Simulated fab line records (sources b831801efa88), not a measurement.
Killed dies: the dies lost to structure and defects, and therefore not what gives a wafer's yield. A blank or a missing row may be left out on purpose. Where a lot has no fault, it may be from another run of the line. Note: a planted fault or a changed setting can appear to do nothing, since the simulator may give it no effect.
fab line records | flow gf180mcu
[record] lots = 12 | wafers = 36 | lastDay = 34
route steps=602 shown STI@4 VT_IMPLANT@97 POLY_GATE@158 SAB@273
lots with no fault: from the same line, run without faults
startH: hours from the record's opening day to when the first of the lot's shown wafers began | waitH: hours since the lot's step before | " same as the row above | L1.1+2: several wafers, shown together as one row | - no value, or no start given | * or withheld: withheld | < > ~ a bound
route shown NAME@n: a module of which the file shows steps, and the number in the route of the first | usual: mean and standard deviation over wafers with no fault | same: alike in all rows | chamber/n: place in a boat | sites: the reading at each site | _std_site: the values' standard deviation | _edge_site: inner sites' mean taken away from outer sites' mean | radiusMm: for every site, how far away it sits from the centre of the wafer | mask NAME#n: copy n | behind: the most recent tool/chamber to have shaped the wafer | hold: what put the lot on hold/how long, in hours/how the hold closed | device: transistor that didn't switch, given as n, p or np | end of line: at the end of the route, the tests of the same wafers | a step with no rows: only its recipe | killed: dies that structure and defects cost at the first sort, which is not the same as the wafer's yield | map: a wafer's dies, x killed, . not, _ none there
set.NAME: the setting the step ran with; set.NAME@STEP: the setting that earlier step ran with | model.NAME: the simulator's own value behind a step, which no gauge read
a sample of lots followed through the steps of the route, with each step as a table and each wafer as a row
services: a tool's chamber out of use, with start hour (startH, from the record's first day; less than 0 if before it), hours out, and reason
[[steps]]
[step GF_STI_CVD_03]
[recipe] material = Si3N4 | precursor = DCS/NH3 | targetThkNm = 207.16 | tempC = 770 | timeS = 3551 | pressureMtorr = 250
[usual] spikeTcCentreC = 771.3/1.7 | zonePowerCentrePct = 12.2/2 | zonePowerLowerPct = 12.7/1.2 | zonePowerUpperPct = 12.8/0.78
[same] timeS = 3551
lot.wafer | tool     | chamber | startH | waitH | spikeTcCentreC | zonePowerCentrePct | zonePowerLowerPct | zonePowerUpperPct
L498.3    | lpcvd-02 | 0       | 17.66  | 0.0   | 770.5          | 15.5               | 12.0              | 11.9
L498.4    | "        | 0       | "      | "     | 770.2          | 15.8               | 12.3              | 12.0
L498.6    | "        | 0       | "      | "     | 769.9          | 15.7               | 12.0              | 11.9
L499.1    | lpcvd-02 | 1       | 17.66  | 0.1   | 768.5          | 12.3               | 11.0              | 12.7
L499.2    | "        | 1       | "      | "     | 770.1          | 12.5               | 10.8              | 12.6
L499.5    | "        | 1       | "      | "     | 771.1          | 12.4               | 11.1              | 12.7
L500.2    | lpcvd-01 | 1       | 25.77  | 0.0   | 772.4          | 10.4               | 14.1              | 13.8
L500.5    | "        | 1       | "      | "     | 772.6          | 10.3               | 14.1              | 13.7
L500.6    | "        | 1       | "      | "     | 771.3          | 10.2               | 14.2              | 13.6
L501.2    | lpcvd-02 | 1       | 30.58  | 0.0   | 772.3          | 12.3               | 11.1              | 12.7
L501.3    | "        | 1       | "      | "     | 770.9          | 12.5               | 11.0              | 12.9
L501.5    | "        | 1       | "      | "     | 771.2          | 12.3               | 11.1              | 12.6
L502.1    | lpcvd-02 | 1       | 33.56  | 0.4   | 769.9          | 12.3               | 11.0              | 12.7
L502.4    | "        | 1       | "      | "     | 772.1          | 12.4               | 11.0              | 12.7
L502.6    | "        | 1       | "      | "     | 771.1          | 12.3               | 11.1              | 12.6
L503.3    | lpcvd-02 | 0       | 37.83  | 0.5   | 791.1          | 21.8               | 9.7               | 9.4
L503.4    | "        | 0       | "      | "     | 791.7          | 22.2               | 9.4               | 9.1
L503.5    | "        | 0       | "      | "     | 792.4          | 22.0               | 9.4               | 9.3
L507.1    | lpcvd-02 | 0       | 57.41  | 0.3   | 792.4          | 21.9               | 9.6               | 9.2
L507.2    | "        | 0       | "      | "     | 791.0          | 21.7               | 9.7               | 9.3
L507.3    | "        | 0       | "      | "     | 792.6          | 22.0               | 9.5               | 9.2
L515.1    | lpcvd-01 | 0       | 97.00  | 0.1   | 768.1          | 12.3               | 12.3              | 12.0
L515.2    | "        | 0       | "      | "     | 769.2          | 12.2               | 12.2              | 12.1
L515.3    | "        | 0       | "      | "     | 771.2          | 12.3               | 12.3              | 11.9
L516.1    | lpcvd-01 | 1       | 101.57 | 0.1   | 773.3          | 10.4               | 14.2              | 13.5
L516.2    | "        | 1       | "      | "     | 772.2          | 10.5               | 14.1              | 13.5
L516.5    | "        | 1       | "      | "     | 774.2          | 10.2               | 14.0              | 13.6
L517.2    | lpcvd-01 | 1       | 106.79 | 0.0   | 772.1          | 10.4               | 14.1              | 13.7
L517.3    | "        | 1       | "      | "     | 773.6          | 10.1               | 13.8              | 13.7
L517.5    | "        | 1       | "      | "     | 773.1          | 10.5               | 14.1              | 13.9
L518.1    | lpcvd-01 | 1       | 111.57 | 0.1   | 770.2          | 10.3               | 13.9              | 13.4
L518.2    | "        | 1       | "      | "     | 770.6          | 10.5               | 14.0              | 13.3
L518.4    | "        | 1       | "      | "     | 772.3          | 10.2               | 14.1              | 13.6
L520.2    | lpcvd-01 | 0       | 122.30 | 0.0   | 768.8          | 12.1               | 12.2              | 12.0
L520.3    | "        | 0       | "      | "     | 768.5          | 12.3               | 12.5              | 12.1
L520.6    | "        | 0       | "      | "     | 768.5          | 12.1               | 12.6              | 11.9
[step GF_STI_THK_MEAS_04]
[recipe] reads = Si3N4_of_STI_CVD_03
[usual] STI_CVD_03_THK = 208.6/1.8
lot.wafer | tool         | chamber | startH | waitH | STI_CVD_03_THK[nm]
L499.1    | filmMetro-01 | -       | 19.65  | 0.0   | 209.2
L499.2    | "            | -       | "      | "     | 210.7
L499.5    | "            | -       | "      | "     | 208.7
L498.3    | filmMetro-02 | -       | 19.67  | 0.0   | 208.9
L498.4    | "            | -       | "      | "     | 208.4
L498.6    | "            | -       | "      | "     | 209.1
L500.2    | filmMetro-01 | -       | 27.78  | 0.0   | 208.4
L500.5    | "            | -       | "      | "     | 207.8
L500.6    | "            | -       | "      | "     | 209.4
L501.2    | filmMetro-01 | -       | 33.57  | 0.0   | 210.1
L501.3    | "            | -       | "      | "     | 208.4
L501.5    | "            | -       | "      | "     | 210.6
L502.1    | filmMetro-03 | -       | 35.54  | 0.0   | 207.1
L502.4    | "            | -       | "      | "     | 208.3
L502.6    | "            | -       | "      | "     | 208.0
L503.3    | filmMetro-03 | -       | 39.83  | 0.0   | 228.9
L503.4    | "            | -       | "      | "     | 221.4
L503.5    | "            | -       | "      | "     | 218.1
L507.1    | filmMetro-01 | -       | 60.39  | 0.0   | 235.1
L507.2    | "            | -       | "      | "     | 231.0
L507.3    | "            | -       | "      | "     | 224.9
L515.1    | filmMetro-01 | -       | 98.98  | 0.0   | 208.6
L515.2    | "            | -       | "      | "     | 208.6
L515.3    | "            | -       | "      | "     | 208.5
L516.1    | filmMetro-03 | -       | 103.56 | 0.0   | 209.3
L516.2    | "            | -       | "      | "     | 208.6
L516.5    | "            | -       | "      | "     | 209.9
L517.2    | filmMetro-02 | -       | 108.79 | 0.0   | 211.3
L517.3    | "            | -       | "      | "     | 210.7
L517.5    | "            | -       | "      | "     | 210.2
L518.1    | filmMetro-01 | -       | 113.56 | 0.0   | 206.1
L518.2    | "            | -       | "      | "     | 205.8
L518.4    | "            | -       | "      | "     | 204.9
L520.2    | filmMetro-01 | -       | 124.29 | 0.0   | 208.9
L520.3    | "            | -       | "      | "     | 206.6
L520.6    | "            | -       | "      | "     | 207.6
[step GF_STI_ETCH_13]
[recipe] chemistry = CHF3/O2 | stopOn = Si | overEtchFrac = 0.3 | targetDepthA = 2823.1 | sourceW = 600 | biasW = 200 | pressureMtorr = 40 | chf3FlowSccm = 50 | O2_flow_sccm = 5 | timeS = 112.9
[usual] drypumpMotorCurrentA = 5.8/0.47 | oesProductAu = 0.835/0.0059 | throttleValvePct = 8.811/0.0081
[same] timeS = 112.9
lot.wafer | tool       | chamber | startH | waitH | drypumpMotorCurrentA | oesProductAu | rfHoursCounterH | throttleValvePct
L498.3    | rieDiel-03 | 3       | 31.09  | 0.1   | 5.9                  | 0.839        | 156             | 8.815
L498.4    | "          | 2       | "      | "     | 4.8                  | 0.833        | 8               | 8.818
L498.6    | "          | 0       | "      | "     | 5.3                  | 0.837        | -               | 8.816
L499.1    | rieDiel-02 | 3       | 31.30  | 0.1   | 5.3                  | 0.841        | 62              | 8.812
L499.2    | "          | 1       | "      | "     | 5.3                  | 0.840        | 0               | 8.806
L499.5    | "          | 2       | "      | "     | 6.2                  | 0.831        | -               | 8.800
L500.2    | rieDiel-01 | 3       | 39.77  | 0.1   | 6.5                  | 0.829        | 9               | 8.821
L500.5    | "          | 2       | "      | "     | 5.6                  | 0.829        | -               | 8.819
L500.6    | "          | 1       | "      | "     | 6.3                  | 0.832        | -               | 8.808
L501.2    | rieDiel-01 | 3       | 46.39  | 0.1   | 6.5                  | 0.837        | 9               | 8.805
L501.3    | "          | 2       | "      | "     | 5.6                  | 0.846        | 36              | 8.801
L501.5    | "          | 0       | "      | "     | 6.1                  | 0.836        | -               | 8.802
L502.1    | rieDiel-01 | 3       | 48.10  | 0.1   | 6.5                  | 0.834        | 9               | 8.804
L502.4    | "          | 2       | "      | "     | 5.6                  | 0.834        | 36              | 8.811
L502.6    | "          | 3       | "      | "     | 6.5                  | 0.835        | -               | 8.806
L503.3    | rieDiel-01 | 0       | 52.20  | 0.1   | 6.1                  | 0.875        | 38              | 8.821
L503.4    | "          | 1       | "      | "     | 6.3                  | 0.864        | 7               | 8.821
L503.5    | "          | 0       | "      | "     | 6.1                  | 0.859        | -               | 8.831
L507.1    | rieDiel-02 | 0       | 74.37  | 0.1   | 5.6                  | 0.894        | 105             | 8.828
L507.2    | "          | 3       | "      | "     | 5.3                  | 0.886        | 63              | 8.821
L507.3    | "          | 2       | "      | "     | 6.2                  | 0.873        | 123             | 8.828
L515.1    | rieDiel-01 | 1       | 113.35 | 0.1   | 6.3                  | 0.839        | 8               | 8.816
L515.2    | "          | 2       | "      | "     | 5.6                  | 0.839        | 38              | 8.818
L515.3    | "          | 0       | "      | "     | 6.1                  | 0.829        | 40              | 8.820
L516.1    | rieDiel-01 | 0       | 117.65 | 0.1   | 6.1                  | 0.832        | 40              | 8.818
L516.2    | "          | 3       | "      | "     | 6.5                  | 0.830        | 10              | 8.824
L516.5    | "          | 0       | "      | "     | 6.1                  | 0.835        | -               | 8.827
L517.2    | rieDiel-03 | 3       | 123.37 | 0.1   | 5.9                  | 0.841        | 158             | 8.818
L517.3    | "          | 0       | "      | "     | 5.3                  | 0.838        | 7               | 8.821
L517.5    | "          | 2       | "      | "     | 4.8                  | 0.832        | -               | 8.823
L518.1    | rieDiel-02 | 1       | 128.05 | 0.1   | 5.3                  | 0.830        | 3               | 8.820
L518.2    | "          | 3       | "      | "     | 5.3                  | 0.828        | 65              | 8.803
L518.4    | "          | 0       | "      | "     | 5.6                  | 0.823        | 107             | 8.803
L520.2    | rieDiel-02 | 0       | 139.55 | 0.1   | 5.6                  | 0.838        | 107             | 8.808
L520.3    | "          | 1       | "      | "     | 5.3                  | 0.828        | 4               | 8.815
L520.6    | "          | 1       | "      | "     | 5.3                  | 0.834        | -               | 8.804
[step GF_VT_IMPLANT_OVL_MEAS_07]
[usual] VT_IMPLANT_OVL = -0.8/1.4
lot.wafer | tool       | chamber | startH | waitH | VT_IMPLANT_OVL[nm]
L498.3    | overlay-01 | -       | 121.29 | 0.1   | -0.3
L498.4    | "          | -       | "      | "     | 0.1
L498.6    | "          | -       | "      | "     | -1.0
L499.1    | overlay-02 | -       | 121.57 | 0.1   | -3.4
L499.2    | "          | -       | "      | "     | -1.6
L499.5    | "          | -       | "      | "     | 0.1
L500.2    | overlay-01 | -       | 128.87 | 0.1   | -1.1
L500.5    | "          | -       | "      | "     | -1.8
L500.6    | "          | -       | "      | "     | -2.8
L501.2    | overlay-01 | -       | 135.48 | 0.1   | 0.1
L501.3    | "          | -       | "      | "     | -0.1
L501.5    | "          | -       | "      | "     | -0.9
L502.1    | overlay-02 | -       | 138.92 | 0.1   | 0.7
L502.4    | "          | -       | "      | "     | 1.3
L502.6    | "          | -       | "      | "     | 2.3
L503.3    | overlay-01 | -       | 141.64 | 0.1   | -1.5
L503.4    | "          | -       | "      | "     | -1.0
L503.5    | "          | -       | "      | "     | 0.2
L507.1    | overlay-01 | -       | 173.28 | 0.1   | -0.3
L507.2    | "          | -       | "      | "     | -1.0
L507.3    | "          | -       | "      | "     | -2.1
L515.1    | overlay-01 | -       | 214.87 | 0.1   | -1.1
L515.2    | "          | -       | "      | "     | -1.2
L515.3    | "          | -       | "      | "     | -3.0
L516.1    | overlay-01 | -       | 220.36 | 0.1   | -2.0
L516.2    | "          | -       | "      | "     | -1.4
L516.5    | "          | -       | "      | "     | -0.8
L517.2    | overlay-02 | -       | 228.13 | 0.1   | 0.1
L517.3    | "          | -       | "      | "     | -0.1
L517.5    | "          | -       | "      | "     | -0.7
L518.1    | overlay-02 | -       | 234.38 | 0.1   | -1.2
L518.2    | "          | -       | "      | "     | -0.1
L518.4    | "          | -       | "      | "     | 0.1
L520.2    | overlay-02 | -       | 247.04 | 0.1   | -1.0
L520.3    | "          | -       | "      | "     | -2.7
L520.6    | "          | -       | "      | "     | -1.7
[step GF_POLY_GATE_THK_MEAS_01]
[recipe] reads = poly-Si_of_POLY_GATE_CVD_00
[usual] POLY_GATE_CVD_00_THK = 200.7/1.9
lot.wafer | tool         | chamber | startH | waitH | POLY_GATE_CVD_00_THK[nm]
L498.3    | filmMetro-04 | -       | 190.60 | 0.0   | 204.2
L498.4    | "            | -       | "      | "     | 202.5
L498.6    | "            | -       | "      | "     | 203.9
L499.1    | filmMetro-03 | -       | 192.54 | 0.0   | 199.0
L499.2    | "            | -       | "      | "     | 200.2
L499.5    | "            | -       | "      | "     | 198.8
L500.2    | filmMetro-04 | -       | 201.13 | 0.0   | 197.5
L500.5    | "            | -       | "      | "     | 198.2
L500.6    | "            | -       | "      | "     | 197.4
L501.2    | filmMetro-03 | -       | 205.71 | 0.0   | 199.8
L501.3    | "            | -       | "      | "     | 199.0
L501.5    | "            | -       | "      | "     | 200.0
L502.1    | filmMetro-03 | -       | 209.57 | 0.0   | 201.1
L502.4    | "            | -       | "      | "     | 201.8
L502.6    | "            | -       | "      | "     | 200.3
L503.3    | filmMetro-04 | -       | 214.23 | 0.0   | 203.7
L503.4    | "            | -       | "      | "     | 202.3
L503.5    | "            | -       | "      | "     | 202.4
L507.1    | filmMetro-04 | -       | 251.91 | 0.0   | 198.7
L507.2    | "            | -       | "      | "     | 198.3
L507.3    | "            | -       | "      | "     | 198.4
L515.1    | filmMetro-04 | -       | 296.60 | 0.0   | 199.5
L515.2    | "            | -       | "      | "     | 199.8
L515.3    | "            | -       | "      | "     | 200.6
L516.1    | filmMetro-01 | -       | 302.73 | 0.0   | 202.7
L516.2    | "            | -       | "      | "     | 204.3
L516.5    | "            | -       | "      | "     | 203.3
L517.2    | filmMetro-03 | -       | 315.33 | 0.0   | 199.5
L517.3    | "            | -       | "      | "     | 200.0
L517.5    | "            | -       | "      | "     | 198.5
L518.1    | filmMetro-03 | -       | 319.81 | 0.0   | 201.7
L518.2    | "            | -       | "      | "     | 202.5
L518.4    | "            | -       | "      | "     | 203.0
L520.2    | filmMetro-03 | -       | 334.39 | 0.0   | 200.0
L520.3    | "            | -       | "      | "     | 203.2
L520.6    | "            | -       | "      | "     | 201.3
[step GF_SAB_CD_MEAS_09]
[recipe] targetCdNm = 420
[usual] cdNm = 420.8/2.4
lot.wafer | tool     | chamber | startH | waitH | cdNm
L498.3    | cdSem-01 | -       | 352.43 | 0.1   | 422.4
L498.4    | "        | -       | "      | "     | 421.5
L498.6    | "        | -       | "      | "     | 422.4
L499.1    | cdSem-02 | -       | 353.29 | 0.1   | 422.8
L499.2    | "        | -       | "      | "     | 422.7
L499.5    | "        | -       | "      | "     | 420.8
L500.2    | cdSem-02 | -       | 364.78 | 0.1   | 421.3
L500.5    | "        | -       | "      | "     | 420.4
L500.6    | "        | -       | "      | "     | 422.3
L501.2    | cdSem-02 | -       | 371.91 | 0.1   | 420.2
L501.3    | "        | -       | "      | "     | 419.9
L501.5    | "        | -       | "      | "     | 418.3
L502.1    | cdSem-01 | -       | 377.41 | 0.1   | 422.2
L502.4    | "        | -       | "      | "     | 421.8
L502.6    | "        | -       | "      | "     | 422.1
L503.3    | cdSem-02 | -       | 379.25 | 0.1   | 418.5
L503.4    | "        | -       | "      | "     | 420.8
L503.5    | "        | -       | "      | "     | 417.1
L507.1    | cdSem-02 | -       | 430.79 | 0.1   | 421.1
L507.2    | "        | -       | "      | "     | 420.7
L507.3    | "        | -       | "      | "     | 420.4
L515.1    | cdSem-01 | -       | 487.24 | 0.1   | 423.2
L515.2    | "        | -       | "      | "     | 422.8
L515.3    | "        | -       | "      | "     | 425.1
L516.1    | cdSem-01 | -       | 493.14 | 0.1   | 423.4
L516.2    | "        | -       | "      | "     | 422.5
L516.5    | "        | -       | "      | "     | 421.9
L517.2    | cdSem-02 | -       | 509.01 | 0.1   | 424.0
L517.3    | "        | -       | "      | "     | 423.5
L517.5    | "        | -       | "      | "     | 422.2
L518.1    | cdSem-01 | -       | 511.84 | 0.1   | 421.5
L518.2    | "        | -       | "      | "     | 423.0
L518.4    | "        | -       | "      | "     | 418.6
L520.2    | cdSem-01 | -       | 527.95 | 0.1   | 421.0
L520.3    | "        | -       | "      | "     | 419.4
L520.6    | "        | -       | "      | "     | 419.0
[[services]]
tool       | chamber | startH | hours | kind
rieDiel-02 | 1       | -5.98  | -     | clean
rieDiel-02 | 1       | -5.98  | 19.8  | scheduledDown
rieDiel-02 | 1       | -5.98  | 19.8  | ventCycle
rieDiel-02 | -       | 82.15  | 0.4   | repair
rieDiel-01 | 3       | 83.24  | 5.8   | repair
rieDiel-03 | 3       | 100.99 | 8.8   | repair
rieDiel-03 | 2       | 130.16 | 7.8   | repair
[[key]]
[firstSign] step = GF_STI_CVD_03 | reading = spikeTcCentreC | direction = up | sigmas = 12 | usual = 771.3 | struck = 791.9
[effect] step = GF_STI_CVD_03 | reading = zonePowerCentrePct | direction = up | sigmas = 5 | usual = 12.2 | struck = 21.9
[effect] step = GF_STI_THK_MEAS_04 | reading = STI_CVD_03_THK | direction = up | sigmas = 10 | usual = 208.6 | struck = 226.6
[effect] step = GF_STI_ETCH_13 | reading = oesProductAu | direction = up | sigmas = 6.8 | usual = 0.835 | struck = 0.875
metAt GF_STI_CVD_03
struckLots L503,L507
struckWafers L503.3,L503.4,L503.5,L507.1,L507.2,L507.3
testerLeftOut L503,L507
notActingAt GF_VT_IMPLANT_OVL_MEAS_07,GF_POLY_GATE_THK_MEAS_01,GF_SAB_CD_MEAS_09
onsetBetween 17.66 37.83
[fault] kind = processParameterDrift | tool = lpcvd-02 | chamber = 0 | onsetH = 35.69 | steps = GF_STI_CVD_03 | channel = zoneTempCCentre | offset = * | shape = step | endH = 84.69
// testerLeftOut: of these lots the tester's yield and bins aren't shown, on N5 and GAA mostly nor the transistor test; their killed dies are dies lost to structure and defects alone, not to doping, threshold or leakage, so they don't give the yield
